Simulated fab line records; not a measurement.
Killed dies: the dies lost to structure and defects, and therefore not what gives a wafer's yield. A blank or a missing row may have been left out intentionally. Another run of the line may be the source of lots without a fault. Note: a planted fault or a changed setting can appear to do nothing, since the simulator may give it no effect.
fab line records	flow sky130
[record] lots = 24	wafers = 72	last_day = 50
route steps=708 shown METAL1@453 METAL2@500 VIA2@527 VIA3@594 CAP2M@606 METAL4@634
lots untouched by any fault: they come from a run of this same line in which no faults occurred
start_h: hours from the record's opening day to when the first of the lot's shown wafers began	wait_h: how many hours have passed since the lot's step before this one	" as in the row above	L1.1+2: several wafers, shown together as one row	- no value present, or no start provided	* or withheld: withheld	< > ~ a bound
route shown NAME@n: NAME is a module with steps in the file, n the number in the route of the first one	usual: mean/standard deviation of fault-free wafers	same: alike in all rows	chamber/n: place in a boat	sites: readings site by site	_std_site: standard deviation of those values	_edge_site: the outer-site mean with the inner-site mean subtracted	radius_mm: for every site, how far away it sits from the centre of the wafer	mask NAME#n: copy n	behind: the most recent tool/chamber to have shaped the wafer	hold: the reason the lot was held/the length of the hold in hours/how it ended	device: names the non-switching transistor (n, p or np)	end of line: at the end of the route, the tests of the same wafers	for a step that has no rows: nothing shown but its recipe	killed: the dies lost at the first sort to structure and to defects; this is not the yield of the wafer	map: dies across one wafer; x = killed, . = not, _ = none there
set.NAME: the run value of the setting; set.NAME@STEP: its run value at that earlier step	model.NAME: the simulator's own value behind a step, which no gauge read
the route's steps for a sample of lots (tables are steps, rows are wafers)
services: a tool's chamber out of use, with start hour (start_h, from the record's first day; less than 0 if before it), hours out, and reason
[[steps]]
[step SKY_METAL1_METAL_ETCH_19]
[recipe] target_depth_a = 3600	stop_on = SiO2	over_etch_frac = 0.3	time_s = 78	chemistry = Cl2/BCl3	resist_sidewall_deg = 88	pressure_mtorr = 10	icp_w = 900	bias_w = 48.5	Cl2_flow_sccm = 60	bcl3_flow_sccm = 30
[usual] drypump_motor_current_A = 5.5/0.52	oes_product_au = 0.855/0.0056	rf_fwd_power_W = 891.5/2.9	throttle_valve_pct = 22.264/0.0091
lot.wafer	tool	chamber	start_h	wait_h	drypump_motor_current_A	oes_product_au	rf_fwd_power_W	rf_hours_counter_h	throttle_valve_pct
L075.2	rie_metal-03	1	773.99	0.1	5.1	0.863	894.1	14	22.270
L075.3	"	0	"	"	5.6	0.863	892.7	-	22.265
L075.6	"	1	"	"	5.1	0.869	891.1	-	22.266
L074.1	rie_metal-04	0	776.06	0.1	4.8	0.858	891.4	12	22.261
L074.2	"	0	"	"	4.8	0.850	888.0	-	22.261
L074.5	"	0	"	"	4.8	0.849	889.1	-	22.256
L077.1	rie_metal-03	1	787.92	0.0	5.1	0.855	888.2	15	22.283
L077.2	"	0	"	"	5.6	0.854	892.5	4	22.268
L077.3	"	1	"	"	5.1	0.864	887.2	-	22.251
L076.1	rie_metal-04	0	789.21	0.1	4.8	0.846	891.4	13	22.274
L076.2	"	0	"	"	4.8	0.851	891.0	-	22.262
L076.6	"	0	"	"	4.8	0.853	890.4	-	22.252
L078.2	rie_metal-04	0	795.52	0.0	4.8	0.858	887.5	13	22.264
L078.4	"	1	"	"	6.5	0.854	891.6	-	22.263
L078.5	"	1	"	"	6.5	0.861	892.0	-	22.254
L079.2	rie_metal-03	1	812.91	0.0	5.1	0.851	890.5	16	22.265
L079.3	"	0	"	"	5.6	0.855	893.1	-	22.267
L079.5	"	0	"	"	5.6	0.852	888.8	-	22.260
L081.2	rie_metal-01	1	818.32	0.0	5.9	0.851	896.5	2	22.271
L081.4	"	0	"	"	5.7	0.845	891.2	-	22.268
L081.5	"	0	"	"	5.7	0.854	890.4	-	22.256
L080.3	rie_metal-04	0	822.69	0.1	4.8	0.857	894.8	-	22.262
L080.4	"	1	"	"	6.4	0.848	891.5	-	22.269
L080.5	"	0	"	"	4.7	0.853	890.8	-	22.263
L082.3	rie_metal-03	1	827.29	0.1	5.1	0.855	893.4	-	22.260
L082.4	"	0	"	"	5.6	0.854	890.8	-	22.273
L082.6	"	1	"	"	5.1	0.847	892.5	-	22.259
L083.1	rie_metal-03	0	836.42	0.0	5.6	0.849	887.3	5	22.258
L083.2	"	1	"	"	5.1	0.858	887.5	16	22.258
L083.6	"	1	"	"	5.1	0.842	890.5	-	22.262
L084.1	rie_metal-03	1	842.87	0.0	5.0	0.860	895.0	17	22.236
L084.4	"	1	"	"	5.1	0.852	892.4	-	22.275
L084.6	"	0	"	"	5.6	0.860	889.3	-	22.260
L085.4	rie_metal-04	1	846.34	0.1	6.4	0.845	892.1	-	22.261
L085.5	"	0	"	"	4.8	0.845	890.1	-	22.266
L085.6	"	1	"	"	6.4	0.850	891.9	-	22.268
L086.2	rie_metal-03	0	857.94	0.1	5.6	0.858	895.0	-	22.269
L086.4	"	0	"	"	5.6	0.843	894.8	-	22.263
L086.5	"	0	"	"	5.6	0.859	892.2	-	22.272
L087.1	rie_metal-04	0	866.87	0.0	4.8	0.855	893.7	0	22.256
L087.2	"	1	"	"	6.4	0.856	897.1	3	22.265
L087.4	"	1	"	"	6.5	0.856	893.7	-	22.264
L088.1	rie_metal-01	0	879.11	0.0	5.7	0.854	895.5	5	22.258
L088.3	"	1	"	"	5.9	0.860	891.9	-	22.250
L088.5	"	1	"	"	5.8	0.868	896.0	-	22.262
L089.1	rie_metal-03	0	881.01	0.1	5.6	0.845	892.4	8	22.266
L089.4	"	0	"	"	5.6	0.851	890.8	-	22.268
L089.6	"	0	"	"	5.6	0.858	890.3	-	22.269
L090.3	rie_metal-03	0	887.27	0.1	5.6	0.856	893.6	-	22.266
L090.4	"	0	"	"	5.6	0.861	891.8	-	22.267
L090.5	"	0	"	"	5.6	0.855	895.0	-	22.272
L091.4	rie_metal-01	0	893.29	0.1	5.7	0.862	888.9	-	22.275
L091.5	"	0	"	"	5.7	0.855	895.2	-	22.262
L091.6	"	1	"	"	5.9	0.858	894.4	-	22.247
L092.3	rie_metal-03	0	893.64	0.1	5.6	0.857	892.6	-	22.284
L092.4	"	1	"	"	5.1	0.852	886.7	-	22.263
L092.6	"	0	"	"	5.6	0.854	890.5	-	22.275
L093.1	rie_metal-04	1	902.62	0.0	6.4	0.852	892.1	4	22.256
L093.4	"	1	"	"	6.4	0.842	890.5	-	22.262
L093.5	"	1	"	"	6.4	0.848	893.1	-	22.250
L094.3	rie_metal-01	1	907.35	0.1	5.8	0.859	897.0	-	22.262
L094.5	"	0	"	"	5.7	0.865	893.1	-	22.254
L094.6	"	1	"	"	5.8	0.861	899.1	-	22.253
L095.3	rie_metal-03	0	910.70	0.1	5.6	0.856	891.3	-	22.265
L095.4	"	1	"	"	5.1	0.860	895.1	-	22.270
L095.5	"	0	"	"	5.6	0.859	895.2	-	22.249
L096.1	rie_metal-04	0	917.27	0.0	4.8	0.864	889.9	3	22.272
L096.3	"	0	"	"	4.8	0.853	889.1	-	22.269
L096.4	"	1	"	"	6.4	0.866	888.3	-	22.266
L097.1	rie_metal-03	0	927.91	0.0	5.6	0.863	888.9	10	22.274
L097.2	"	1	"	"	5.1	0.852	886.9	2	22.249
L097.3	"	0	"	"	5.6	0.855	887.6	-	22.264
[step SKY_METAL2_DESCUM_17]
[recipe] chemistry = O2	source_power_w = 150	bias_power_w = 0	pressure_mtorr = 10	temp_c = 40	time_s = 8
[usual] drypump_motor_current_A = 5.8/0.51	oes_product_au = 0.998/0.011	rf_fwd_power_W = 146.9/1
lot.wafer	tool	chamber	start_h	wait_h	drypump_motor_current_A	oes_product_au	rf_fwd_power_W	rf_hours_counter_h
L075.2	rie_metal-01	0	829.24	0.0	5.7	1.002	146.9	4
L075.3	"	1	"	"	5.9	0.981	146.4	-
L075.6	"	1	"	"	5.8	0.999	145.9	-
L074.1	rie_metal-02	0	830.57	0.0	6.7	0.995	148.8	9
L074.2	"	0	"	"	6.7	1.005	148.3	-
L074.5	"	0	"	"	6.7	0.990	148.5	-
L077.1	rie_metal-02	0	843.29	0.0	6.7	0.997	148.3	11
L077.2	"	0	"	"	6.7	1.004	148.5	-
L077.3	"	0	"	"	6.7	0.991	148.1	-
L076.1	rie_metal-03	0	844.27	0.0	5.6	0.998	145.5	6
L076.2	"	1	"	"	5.1	1.015	146.4	17
L076.6	"	0	"	"	5.6	0.998	146.2	-
L078.2	rie_metal-01	1	850.82	0.0	5.9	1.002	147.7	3
L078.4	"	0	"	"	5.7	1.004	146.5	-
L078.5	"	0	"	"	5.7	1.007	145.8	-
L079.2	rie_metal-03	1	867.17	0.0	5.1	1.021	145.9	0
L079.3	"	0	"	"	5.6	0.984	146.7	-
L079.5	"	0	"	"	5.6	0.994	147.0	-
L081.2	rie_metal-02	0	872.99	0.0	6.7	0.987	147.3	12
L081.4	"	0	"	"	6.7	0.989	147.5	-
L081.5	"	0	"	"	6.7	0.989	147.0	-
L080.3	rie_metal-01	0	876.29	0.0	5.7	0.995	145.7	-
L080.4	"	1	"	"	5.9	0.987	145.7	-
L080.5	"	1	"	"	5.9	1.002	146.7	-
L082.3	rie_metal-01	1	882.43	0.0	5.8	0.986	147.0	-
L082.4	"	0	"	"	5.7	0.997	146.9	-
L082.6	"	1	"	"	5.9	0.994	146.5	-
L083.1	rie_metal-03	0	891.02	0.0	5.6	0.979	146.1	9
L083.2	"	1	"	"	5.1	1.008	146.2	1
L083.6	"	1	"	"	5.1	1.006	146.4	-
L084.1	rie_metal-02	1	896.97	0.0	5.8	0.977	148.0	6
L084.4	"	0	"	"	6.7	1.006	149.0	-
L084.6	"	1	"	"	5.8	0.981	147.7	-
L085.4	rie_metal-01	0	899.91	0.0	5.7	0.994	145.5	-
L085.5	"	1	"	"	5.9	0.986	145.8	-
L085.6	"	0	"	"	5.7	0.999	146.6	-
L086.2	rie_metal-01	0	912.32	0.0	5.7	0.998	146.4	7
L086.4	"	1	"	"	5.8	0.997	146.6	-
L086.5	"	0	"	"	5.7	0.997	146.3	-
L087.1	rie_metal-03	1	919.99	0.0	5.1	1.029	146.2	2
L087.2	"	0	"	"	5.6	1.001	146.2	9
L087.4	"	1	"	"	5.1	1.034	146.5	-
L088.1	rie_metal-01	1	931.52	0.0	5.9	1.002	146.1	7
L088.3	"	1	"	"	5.9	0.997	146.5	-
L088.5	"	0	"	"	5.7	1.004	145.7	-
L089.1	rie_metal-02	1	933.09	0.0	5.7	0.987	148.2	8
L089.4	"	1	"	"	5.7	0.998	148.6	-
L089.6	"	0	"	"	6.7	1.003	147.8	-
L090.3	rie_metal-02	0	940.58	0.0	6.7	0.995	148.5	-
L090.4	"	1	"	"	5.8	0.994	146.9	-
L090.5	"	0	"	"	6.7	0.999	148.9	-
L091.4	rie_metal-03	0	944.94	0.0	5.6	0.994	146.2	-
L091.5	"	0	"	"	5.6	1.002	146.4	-
L091.6	"	1	"	"	5.0	1.012	145.9	-
L092.3	rie_metal-03	1	945.91	0.0	5.1	1.024	146.4	-
L092.4	"	0	"	"	5.6	1.000	146.1	-
L092.6	"	0	"	"	5.6	0.997	146.2	-
L093.1	rie_metal-02	0	955.93	0.0	6.7	0.998	148.2	16
L093.4	"	0	"	"	6.7	0.993	148.5	-
L093.5	"	0	"	"	6.7	0.996	148.6	-
L094.3	rie_metal-02	0	958.43	0.0	6.7	0.998	148.0	-
L094.5	"	1	"	"	5.8	0.986	149.1	-
L094.6	"	0	"	"	6.7	1.001	147.7	-
L095.3	rie_metal-01	0	963.04	0.0	5.7	1.002	146.2	-
L095.4	"	1	"	"	5.9	0.987	145.9	-
L095.5	"	0	"	"	5.7	1.000	145.6	-
L096.1	rie_metal-01	0	968.98	0.0	5.7	0.993	146.4	10
L096.3	"	1	"	"	5.9	0.991	146.5	-
L096.4	"	0	"	"	5.7	0.992	145.4	-
L097.1	rie_metal-03	1	979.90	0.0	5.1	1.019	145.5	5
L097.2	"	0	"	"	5.6	0.988	147.5	13
L097.3	"	1	"	"	5.1	1.019	146.7	-
[step SKY_VIA2_SPUTTER_20]
[recipe] material = TiN	target_thk_nm = 20	chamber_pressure_pa = 5	power_w = 4000	time_s = 80
[usual] throttle_valve_pct = 30.2/1.2
lot.wafer	tool	chamber	start_h	wait_h	throttle_valve_pct
L075.2	pvd_sputter-03	-	856.91	0.0	31.4
L075.3	"	-	"	"	28.2
L075.6	"	-	"	"	31.4
L074.1	pvd_sputter-03	-	858.17	0.0	31.3
L074.2	"	-	"	"	30.1
L074.5	"	-	"	"	29.9
L077.1	pvd_sputter-02	-	871.45	0.0	32.1
L077.2	"	-	"	"	29.7
L077.3	"	-	"	"	29.2
L076.1	pvd_sputter-04	-	871.73	0.0	32.0
L076.2	"	-	"	"	30.3
L076.6	"	-	"	"	30.5
L078.2	pvd_sputter-02	-	879.10	0.0	29.8
L078.4	"	-	"	"	29.3
L078.5	"	-	"	"	29.7
L079.2	pvd_sputter-02	-	895.51	0.0	28.9
L079.3	"	-	"	"	28.8
L079.5	"	-	"	"	29.5
L081.2	pvd_sputter-02	-	900.94	0.0	29.0
L081.4	"	-	"	"	28.6
L081.5	"	-	"	"	29.1
L080.3	pvd_sputter-04	-	903.62	0.0	30.4
L080.4	"	-	"	"	31.1
L080.5	"	-	"	"	30.4
L082.3	pvd_sputter-02	-	909.42	0.0	28.9
L082.4	"	-	"	"	32.1
L082.6	"	-	"	"	29.5
L083.1	pvd_sputter-04	-	917.99	0.0	31.1
L083.2	"	-	"	"	30.5
L083.6	"	-	"	"	31.4
L084.1	pvd_sputter-03	-	924.27	0.0	29.7
L084.4	"	-	"	"	28.8
L084.6	"	-	"	"	30.0
L085.4	pvd_sputter-03	-	925.84	0.0	29.8
L085.5	"	-	"	"	31.0
L085.6	"	-	"	"	29.6
L086.2	pvd_sputter-03	-	939.22	0.0	31.1
L086.4	"	-	"	"	28.5
L086.5	"	-	"	"	31.5
L087.1	pvd_sputter-02	-	947.30	0.0	28.4
L087.2	"	-	"	"	29.8
L087.4	"	-	"	"	29.3
L088.1	pvd_sputter-03	-	958.39	0.0	30.1
L088.3	"	-	"	"	28.6
L088.5	"	-	"	"	30.2
L089.1	pvd_sputter-02	-	960.36	0.0	32.0
L089.4	"	-	"	"	29.1
L089.6	"	-	"	"	28.4
L090.3	pvd_sputter-03	-	967.53	0.0	28.3
L090.4	"	-	"	"	31.0
L090.5	"	-	"	"	28.3
L091.4	pvd_sputter-03	-	971.37	0.0	28.2
L091.5	"	-	"	"	30.1
L091.6	"	-	"	"	31.2
L092.3	pvd_sputter-04	-	973.02	0.0	32.3
L092.4	"	-	"	"	30.2
L092.6	"	-	"	"	30.4
L093.1	pvd_sputter-03	-	982.27	0.0	31.2
L093.4	"	-	"	"	30.9
L093.5	"	-	"	"	31.3
L094.3	pvd_sputter-03	-	984.09	0.0	28.2
L094.5	"	-	"	"	28.6
L094.6	"	-	"	"	31.3
L095.3	pvd_sputter-03	-	988.97	0.0	31.4
L095.4	"	-	"	"	28.2
L095.5	"	-	"	"	31.1
L096.1	pvd_sputter-02	-	994.89	0.0	29.1
L096.3	"	-	"	"	28.6
L096.4	"	-	"	"	29.7
L097.1	pvd_sputter-03	-	1005.95	0.0	29.9
L097.2	"	-	"	"	31.2
L097.3	"	-	"	"	31.0
[step SKY_VIA3_CVD_21]
[recipe] material = W	target_thk_nm = 390	time_s = 117.31	temp_c = 400	pressure_torr = 40
[usual] heater_power_w = 868/60
lot.wafer	tool	chamber	start_h	wait_h	heater_power_w
L075.2	cvd_w-02	1	935.92	0.0	731
L075.3	"	0	"	"	915
L075.6	"	0	"	"	919
L074.1	cvd_w-01	0	936.87	0.0	879
L074.2	"	1	"	"	900
L074.5	"	0	"	"	890
L077.1	cvd_w-01	0	948.89	0.0	851
L077.2	"	1	"	"	901
L077.3	"	0	"	"	868
L076.1	cvd_w-01	0	950.79	0.0	889
L076.2	"	1	"	"	884
L076.6	"	1	"	"	896
L078.2	cvd_w-01	1	957.03	0.0	896
L078.4	"	0	"	"	894
L078.5	"	0	"	"	878
L079.2	cvd_w-02	0	973.40	0.0	902
L079.3	"	0	"	"	925
L079.5	"	1	"	"	742
L081.2	cvd_w-01	0	977.39	0.0	927
L081.4	"	1	"	"	876
L081.5	"	1	"	"	879
L080.3	cvd_w-01	1	981.68	0.1	882
L080.4	"	0	"	"	883
L080.5	"	1	"	"	909
L082.3	cvd_w-01	0	986.06	0.1	884
L082.4	"	1	"	"	895
L082.6	"	1	"	"	875
L083.1	cvd_w-01	0	994.33	0.0	901
L083.2	"	1	"	"	918
L083.6	"	0	"	"	882
L084.1	cvd_w-01	1	1000.74	0.0	889
L084.4	"	1	"	"	925
L084.6	"	1	"	"	913
L085.4	cvd_w-01	1	1001.42	0.0	878
L085.5	"	1	"	"	917
L085.6	"	0	"	"	903
L086.2	cvd_w-02	0	1015.37	0.0	931
L086.4	"	0	"	"	894
L086.5	"	0	"	"	927
L087.1	cvd_w-01	0	1023.52	0.0	898
L087.2	"	1	"	"	879
L087.4	"	1	"	"	915
L088.1	cvd_w-02	1	1033.08	0.0	764
L088.3	"	1	"	"	742
L088.5	"	1	"	"	752
L089.1	cvd_w-01	0	1034.58	0.0	894
L089.4	"	0	"	"	889
L089.6	"	0	"	"	898
L090.3	cvd_w-02	0	1042.62	0.1	910
L090.4	"	1	"	"	735
L090.5	"	1	"	"	759
L091.4	cvd_w-01	0	1046.52	0.1	898
L091.5	"	1	"	"	886
L091.6	"	0	"	"	887
L092.3	cvd_w-01	1	1047.53	0.1	900
L092.4	"	0	"	"	904
L092.6	"	1	"	"	889
L093.1	cvd_w-02	1	1055.58	0.0	757
L093.4	"	1	"	"	751
L093.5	"	0	"	"	891
L094.3	cvd_w-02	1	1057.82	0.1	752
L094.5	"	1	"	"	753
L094.6	"	0	"	"	896
L095.3	cvd_w-02	1	1061.62	0.1	750
L095.4	"	0	"	"	893
L095.5	"	0	"	"	904
L096.1	cvd_w-01	0	1068.15	0.0	889
L096.3	"	0	"	"	890
L096.4	"	1	"	"	898
L097.1	cvd_w-02	0	1077.28	0.0	904
L097.2	"	1	"	"	761
L097.3	"	0	"	"	919
[step SKY_CAP2M_RS_MEAS_03]
[recipe] thk_meas_gauge = four-point-probe	reads = TiN_of_CAP2M_SPUTTER_02
[usual] CAP2M_TIN_RS = 6.92/0.081
lot.wafer	tool	chamber	start_h	wait_h	CAP2M_TIN_RS[ohm/sq]
L075.2	film_metro-01	-	936.88	0.1	6.74
L075.3	"	-	"	"	6.74
L075.6	"	-	"	"	6.79
L074.1	film_metro-01	-	937.81	0.1	6.83
L074.2	"	-	"	"	6.78
L074.5	"	-	"	"	6.87
L077.1	film_metro-01	-	949.96	0.1	7.13
L077.2	"	-	"	"	7.00
L077.3	"	-	"	"	6.94
L076.1	film_metro-03	-	951.73	0.1	7.08
L076.2	"	-	"	"	7.03
L076.6	"	-	"	"	6.95
L078.2	film_metro-01	-	958.02	0.1	6.89
L078.4	"	-	"	"	7.06
L078.5	"	-	"	"	7.03
L079.2	film_metro-03	-	974.37	0.1	6.90
L079.3	"	-	"	"	7.02
L079.5	"	-	"	"	6.96
L081.2	film_metro-03	-	978.36	0.1	6.98
L081.4	"	-	"	"	6.94
L081.5	"	-	"	"	6.87
L080.3	film_metro-04	-	982.62	0.1	6.87
L080.4	"	-	"	"	6.88
L080.5	"	-	"	"	6.83
L082.3	film_metro-03	-	987.00	0.1	6.90
L082.4	"	-	"	"	6.91
L082.6	"	-	"	"	7.01
L083.1	film_metro-04	-	995.28	0.1	6.96
L083.2	"	-	"	"	6.83
L083.6	"	-	"	"	6.99
L084.1	film_metro-01	-	1001.69	0.1	6.97
L084.4	"	-	"	"	6.95
L084.6	"	-	"	"	6.96
L085.4	film_metro-04	-	1002.50	0.1	6.87
L085.5	"	-	"	"	6.86
L085.6	"	-	"	"	6.88
L086.2	film_metro-03	-	1016.34	0.1	7.00
L086.4	"	-	"	"	6.96
L086.5	"	-	"	"	6.87
L087.1	film_metro-03	-	1024.58	0.1	6.84
L087.2	"	-	"	"	6.80
L087.4	"	-	"	"	6.86
L088.1	film_metro-01	-	1034.03	0.1	6.99
L088.3	"	-	"	"	6.90
L088.5	"	-	"	"	6.93
L089.1	film_metro-04	-	1035.53	0.1	6.88
L089.4	"	-	"	"	6.96
L089.6	"	-	"	"	7.03
L090.3	film_metro-01	-	1043.99	0.1	6.86
L090.4	"	-	"	"	6.88
L090.5	"	-	"	"	6.87
L091.4	film_metro-03	-	1047.49	0.1	6.90
L091.5	"	-	"	"	6.84
L091.6	"	-	"	"	6.98
L092.3	film_metro-04	-	1048.48	0.1	6.79
L092.4	"	-	"	"	6.80
L092.6	"	-	"	"	6.79
L093.1	film_metro-03	-	1056.53	0.1	7.02
L093.4	"	-	"	"	7.03
L093.5	"	-	"	"	7.03
L094.3	film_metro-03	-	1058.78	0.1	6.96
L094.5	"	-	"	"	6.90
L094.6	"	-	"	"	6.80
L095.3	film_metro-01	-	1062.58	0.1	6.83
L095.4	"	-	"	"	6.95
L095.5	"	-	"	"	6.96
L096.1	film_metro-03	-	1069.12	0.1	7.04
L096.3	"	-	"	"	6.92
L096.4	"	-	"	"	6.97
L097.1	film_metro-01	-	1078.23	0.1	6.89
L097.2	"	-	"	"	6.91
L097.3	"	-	"	"	6.78
[step SKY_METAL4_METAL_ETCH_18]
[recipe] target_depth_a = 8450	stop_on = SiO2	over_etch_frac = 0.3	time_s = 183.1	chemistry = Cl2/BCl3	resist_sidewall_deg = 88	pressure_mtorr = 10	icp_w = 900	bias_w = 48.5	Cl2_flow_sccm = 60	bcl3_flow_sccm = 30
[usual] drypump_motor_current_A = 5.8/0.5	oes_product_au = 0.867/0.0072	rf_fwd_power_W = 897/3	throttle_valve_pct = 22.265/0.0086
lot.wafer	tool	chamber	start_h	wait_h	drypump_motor_current_A	oes_product_au	rf_fwd_power_W	rf_hours_counter_h	throttle_valve_pct
L075.2	rie_metal-01	0	986.27	0.0	5.7	0.864	898	11	22.253
L075.3	"	0	"	"	5.7	0.864	898	-	22.268
L075.6	"	0	"	"	5.7	0.874	895	-	22.257
L074.1	rie_metal-01	1	987.42	0.0	5.9	0.867	897	9	22.262
L074.2	"	0	"	"	5.7	0.857	896	11	22.263
L074.5	"	0	"	"	5.7	0.867	895	-	22.255
L077.1	rie_metal-01	1	999.47	0.0	5.9	0.882	893	10	22.276
L077.2	"	0	"	"	5.7	0.880	898	12	22.263
L077.3	"	1	"	"	5.9	0.872	895	-	22.274
L076.1	rie_metal-02	1	1000.47	0.0	5.7	0.875	898	12	22.278
L076.2	"	0	"	"	6.7	0.872	901	18	22.267
L076.6	"	0	"	"	6.7	0.866	901	-	22.287
L078.2	rie_metal-03	0	1006.87	0.0	5.6	0.865	896	14	22.274
L078.4	"	0	"	"	5.6	0.864	891	-	22.253
L078.5	"	0	"	"	5.6	0.866	892	-	22.256
L079.2	rie_metal-03	0	1022.07	0.0	5.6	0.852	895	16	22.254
L079.3	"	0	"	"	5.6	0.865	899	-	22.268
L079.5	"	1	"	"	5.1	0.863	895	-	22.276
L081.2	rie_metal-03	1	1025.92	0.0	5.1	0.860	896	8	22.254
L081.4	"	1	"	"	5.1	0.865	895	-	22.273
L081.5	"	1	"	"	5.1	0.858	894	-	22.280
L080.3	rie_metal-01	1	1029.68	0.1	5.9	0.864	897	-	22.273
L080.4	"	0	"	"	5.7	0.845	895	-	22.271
L080.5	"	0	"	"	5.7	0.855	899	-	22.271
L082.3	rie_metal-02	0	1034.87	0.1	6.7	0.849	895	-	22.287
L082.4	"	1	"	"	5.7	0.865	900	-	22.244
L082.6	"	0	"	"	6.7	0.866	899	-	22.269
L083.1	rie_metal-01	0	1043.02	0.0	5.7	0.864	893	14	22.266
L083.2	"	1	"	"	5.9	0.852	894	13	22.257
L083.6	"	1	"	"	5.9	0.870	892	-	22.271
L084.1	rie_metal-03	0	1048.82	0.0	5.6	0.856	900	17	22.259
L084.4	"	0	"	"	5.6	0.871	901	-	22.262
L084.6	"	1	"	"	5.1	0.872	897	-	22.265
L085.4	rie_metal-02	1	1050.17	0.1	5.8	0.863	893	-	22.255
L085.5	"	1	"	"	5.8	0.868	890	-	22.261
L085.6	"	0	"	"	6.7	0.869	901	-	22.279
L086.2	rie_metal-02	1	1063.47	0.0	5.8	0.876	899	16	22.271
L086.4	"	1	"	"	5.7	0.873	895	-	22.253
L086.5	"	0	"	"	6.7	0.875	898	-	22.277
L087.1	rie_metal-02	1	1071.27	0.0	5.8	0.865	895	17	22.253
L087.2	"	0	"	"	6.7	0.878	894	23	22.258
L087.4	"	1	"	"	5.8	0.875	900	-	22.262
L088.1	rie_metal-03	1	1079.27	0.0	5.1	0.863	896	12	22.269
L088.3	"	0	"	"	5.6	0.864	895	-	22.250
L088.5	"	0	"	"	5.6	0.865	893	-	22.265
L089.1	rie_metal-02	0	1079.97	0.0	6.7	0.868	899	24	22.262
L089.4	"	1	"	"	5.8	0.871	900	-	22.261
L089.6	"	1	"	"	5.8	0.872	900	-	22.256
L090.3	rie_metal-03	1	1087.93	0.1	5.1	0.871	891	-	22.275
L090.4	"	0	"	"	5.6	0.869	898	-	22.268
L090.5	"	1	"	"	5.1	0.873	893	-	22.268
L091.4	rie_metal-02	1	1091.13	0.1	5.7	0.869	896	-	22.266
L091.5	"	0	"	"	6.7	0.872	901	-	22.273
L091.6	"	1	"	"	5.8	0.865	898	-	22.267
L092.3	rie_metal-03	1	1092.53	0.1	5.1	0.858	894	-	22.267
L092.4	"	0	"	"	5.6	0.864	895	-	22.261
L092.6	"	0	"	"	5.6	0.862	897	-	22.284
L093.1	rie_metal-01	0	1099.97	0.0	5.7	0.880	893	17	22.258
L093.4	"	1	"	"	5.9	0.863	894	-	22.256
L093.5	"	0	"	"	5.7	0.867	895	-	22.276
L094.3	rie_metal-02	0	1102.17	0.1	6.7	0.874	898	-	22.277
L094.5	"	1	"	"	5.8	0.872	900	-	22.264
L094.6	"	0	"	"	6.7	0.865	901	-	22.255
L095.3	rie_metal-01	0	1105.23	0.1	5.7	0.872	895	-	22.271
L095.4	"	1	"	"	5.9	0.867	905	-	22.268
L095.5	"	0	"	"	5.7	0.863	896	-	22.253
L096.1	rie_metal-02	1	1111.32	0.0	5.7	0.864	896	21	22.268
L096.3	"	1	"	"	5.8	0.865	899	-	22.262
L096.4	"	0	"	"	6.7	0.865	898	-	22.254
L097.1	rie_metal-03	0	1119.62	0.0	5.6	0.864	891	23	22.262
L097.2	"	1	"	"	5.1	0.866	893	15	22.270
L097.3	"	1	"	"	5.1	0.864	896	-	22.262
[[services]]
tool	chamber	start_h	hours	kind
rie_metal-04	-	759.52	0.6	repair
rie_metal-04	-	763.95	1.3	repair
rie_metal-02	1	825.42	20.6	repair
pvd_sputter-03	3	832.59	-	consumable_replace:kit
cvd_w-02	0	833.95	2.4	repair
cvd_w-01	1	836.17	11.6	repair
rie_metal-03	1	850.45	-	clean
rie_metal-03	1	850.45	14.6	scheduled_down
rie_metal-03	1	850.45	14.6	vent_cycle
cvd_w-02	0	858.61	23.4	repair
cvd_w-02	1	863.90	10.8	repair
rie_metal-02	-	874.85	1.4	pm
rie_metal-03	1	876.53	11.0	repair
rie_metal-03	0	897.82	10.2	repair
cvd_w-01	-	899.84	1.4	repair
cvd_w-02	-	904.00	14.0	pm
rie_metal-02	0	909.89	3.1	repair
rie_metal-01	1	957.15	4.1	repair
pvd_sputter-03	-	1043.48	3.4	repair
pvd_sputter-04	-	1045.50	29.4	repair
rie_metal-04	0	1072.85	6.4	repair
rie_metal-01	-	1074.63	14.6	pm
cvd_w-01	-	1092.16	6.9	pm
rie_metal-04	-	1119.07	2.8	pm
[[key]]
fault none
